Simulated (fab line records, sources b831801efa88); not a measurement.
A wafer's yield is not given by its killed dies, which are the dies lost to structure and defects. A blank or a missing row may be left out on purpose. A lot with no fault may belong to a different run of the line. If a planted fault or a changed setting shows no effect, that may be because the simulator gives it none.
What tool caused it?	flow sky130	21 wafers from 7 lots sampled at 2 of the route's 708 steps

== WHAT THE GAUGES SHOWED, per wafer ==
SKY_POLY_GATE_CD_MEAS_13 targets a cd of 150 nm.
lot	measured	on	cd_nm (nm)
L397	day 16 04:24	cd_sem-02	150.3 150.8 150.6
L399	day 17 00:32	cd_sem-01	146.5 146.3 148.3
L402	day 18 00:01	cd_sem-01	151.5 149.8 150.1
L404	day 18 14:00	cd_sem-01	148.5 150.1 147.6
L406	day 19 13:46	cd_sem-01	149.1 131.9 148.8
L415	day 23 08:14	cd_sem-02	149.6 149.7 149.9
L418	day 23 22:14	cd_sem-01	151.1 150.5 150.3

== EACH LOT AND THE TOOL THAT RAN IT (in order: tool; ch and the chambers of the sampled wafers; start) ==
lot	SKY_POLY_GATE_EXPOSE_10
L397	krf_scanner-02 ch 0, day 15 15:10
L399	krf_scanner-02 ch 0, day 16 10:19
L402	krf_scanner-01 ch 0, day 17 09:23
L404	krf_scanner-02 ch 0, day 17 23:20
L406	krf_scanner-01 ch 0, day 18 21:53
L415	krf_scanner-01 ch 0, day 22 16:40
L418	krf_scanner-02 ch 0, day 23 08:01
- SKY_POLY_GATE_EXPOSE_10: exposes mask P1M, target cd 150 nm.

== THE ANSWER, worked out from the rows above alone ==
Rule: what is usual is taken from the lots themselves. The widest of any qualifying gaps counts: lots, ordered by their means at a reading, are off when they make up no more than a third of the lots, leave a main group of 4 or more, and stand apart from it by 3 or more times the standard deviation of that group's means. If all means in a main group match to the digits the tables above print for the reading, that group is not used. A lot without any number at a reading at which 4 lots or more have one is off too. Where the step has rows for the other lots, those lots are counted as sound.
Across all readings shown, no lot is off: no conclusion can be drawn from this.

== WHAT THE SIMULATOR HAD INSERTED ==
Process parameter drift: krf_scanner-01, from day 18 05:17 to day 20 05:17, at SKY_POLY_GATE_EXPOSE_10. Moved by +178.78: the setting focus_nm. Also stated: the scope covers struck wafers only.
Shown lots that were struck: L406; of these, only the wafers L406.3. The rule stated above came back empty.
